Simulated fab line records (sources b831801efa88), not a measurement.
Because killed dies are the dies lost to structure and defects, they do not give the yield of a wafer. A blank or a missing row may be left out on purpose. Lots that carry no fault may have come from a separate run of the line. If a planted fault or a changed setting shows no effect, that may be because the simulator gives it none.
One fault through the eyes of 2 desks + flow gf180mcu + each desk holds nothing but its own numbers, with what lay behind them at the end

== THE TOOL OWNER'S DESK: lithoTrack-04 ==
The tool's own readings at GF_HV_LDD_DEVELOP_06 (develop time 60 s): means of the sampled wafers that have a number, for each lot that ran on this tool. The brackets show how far a lot's mean lies from the usual mean; more than 4 standard deviations puts the lot out of limits, marked OUT.
Columns: A = developerTempC at GF_HV_LDD_DEVELOP_06, usual 23.01 C
| lot  | first seen here | A     |
|------|-----------------|-------|
| L516 | day 9 23:18     | 23.06 |
| L518 | day 10 14:30    | 23.02 |
| L519 | day 10 21:16    | 22.95 |
| L521 | day 11 14:06    | 23.10 |
| L522 | day 11 17:50    | 23.03 |
| L523 | day 12 04:20    | 23.02 |
| L524 | day 12 11:08    | 22.95 |
| L525 | day 12 20:26    | 23.01 |
| L535 | day 15 21:41    | 23.01 |
| L536 | day 16 01:17    | 23.16 |
| L538 | day 16 20:56    | 23.00 |
This desk's verdict: no lot among the 11 shows anything out of limits.

== FROM THE METROLOGY DESK ==
What the gauges read for every lot (on any tool): the sampled wafers with a number, averaged. The brackets show how far a lot's mean lies from the usual mean; more than 4 standard deviations puts the lot out of limits, marked OUT.
Columns: A = TOP_METAL_ALCU_RS at GF_TOP_METAL_RS_MEAS_05, usual 0.0327 ohm/sq
| lot  | first seen here | A      |
|------|-----------------|--------|
| L516 | day 27 02:05    | 0.0332 |
| L517 | day 27 14:52    | 0.0330 |
| L518 | day 27 22:36    | 0.0323 |
| L519 | day 28 04:50    | 0.0330 |
| L520 | day 28 10:53    | 0.0325 |
| L521 | day 28 22:07    | 0.0322 |
| L522 | day 29 01:23    | 0.0323 |
| L523 | day 29 11:35    | 0.0330 |
| L535 | day 32 17:40    | 0.0324 |
| L536 | day 32 21:30    | 0.0329 |
| L538 | day 33 09:39    | 0.0324 |
| L539 | day 33 16:34    | 0.0328 |
This desk's verdict: no lot among the 12 shows anything out of limits.

== BROUGHT TOGETHER ==
The tool owner's desk saw nothing out of limits.
The metrology desk saw nothing out of limits.

== WHAT THE SIMULATOR HAD INSERTED ==
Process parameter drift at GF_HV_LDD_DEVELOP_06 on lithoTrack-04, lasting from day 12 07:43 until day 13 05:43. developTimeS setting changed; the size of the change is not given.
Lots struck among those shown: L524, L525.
